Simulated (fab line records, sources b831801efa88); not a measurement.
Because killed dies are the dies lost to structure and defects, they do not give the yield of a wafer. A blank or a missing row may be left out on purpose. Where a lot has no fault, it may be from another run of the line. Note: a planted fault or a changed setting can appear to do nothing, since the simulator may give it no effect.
Which tool was responsible? | flow gf180mcu | 18 wafers from 6 lots sampled at 3 of the route's 602 steps

## WHAT THE GAUGES SHOWED, per wafer
GF_MVSD_OVL_MEAS_07.
lot  | measured    | on         | MVSD_OVL (nm)
L969 | day 4 17:13 | overlay-02 | 2.0 -1.4 -0.4
L971 | day 5 02:34 | overlay-01 | 2.0 0.9 0.2
L974 | day 5 21:53 | overlay-01 | -0.5 -1.1 -1.9
L980 | day 7 08:14 | overlay-01 | 2.9 1.9 4.7
L984 | day 8 07:19 | overlay-01 | 1.4 -0.8 0.4
L986 | day 8 18:07 | overlay-02 | 0.8 2.3 2.3

## WHICH TOOL RAN EACH LOT (tool, then ch and the chambers of the sampled wafers, then the start)
lot  | GF_DNWELL_STRIP_08                  | GF_MVSD_DEVELOP_06
L969 | plasma-asher-01 ch 0,1, day 2 23:53 | litho-track-02 ch 0, day 4 17:00
L971 | plasma-asher-03 ch 0,1, day 3 09:38 | litho-track-03 ch 0, day 5 02:00
L974 | plasma-asher-03 ch 0,1, day 4 03:13 | litho-track-04 ch 0, day 5 21:00
L980 | plasma-asher-04 ch 1, day 5 10:17   | litho-track-04 ch 0, day 7 08:00
L984 | plasma-asher-03 ch 0,1, day 6 08:04 | litho-track-02 ch 0, day 8 07:00
L986 | plasma-asher-01 ch 0,1, day 6 18:22 | litho-track-02 ch 0, day 8 17:00
- GF_DNWELL_STRIP_08: strips in O2/N2.
- GF_MVSD_DEVELOP_06: develop time 60 s.

## THE ANSWER, worked out from the rows above alone
Rule: usual is defined by the lots themselves. Put in order of their means at a reading, lots are off if they are a third of the lots or fewer, leave a main group of 4 or more, and stand apart from it by a gap of 3 or more times the standard deviation of the main group's means; of several such gaps the widest counts. The tables above print the reading to a certain number of digits; a main group whose means all agree to those digits is not used. A lot without any number at a reading at which 4 lots or more have one is off too. The other lots that the step has rows for count as sound.
Nothing can be told from this: no lot is off at any reading shown.

## WHAT HAD BEEN PUT IN BY THE SIMULATOR
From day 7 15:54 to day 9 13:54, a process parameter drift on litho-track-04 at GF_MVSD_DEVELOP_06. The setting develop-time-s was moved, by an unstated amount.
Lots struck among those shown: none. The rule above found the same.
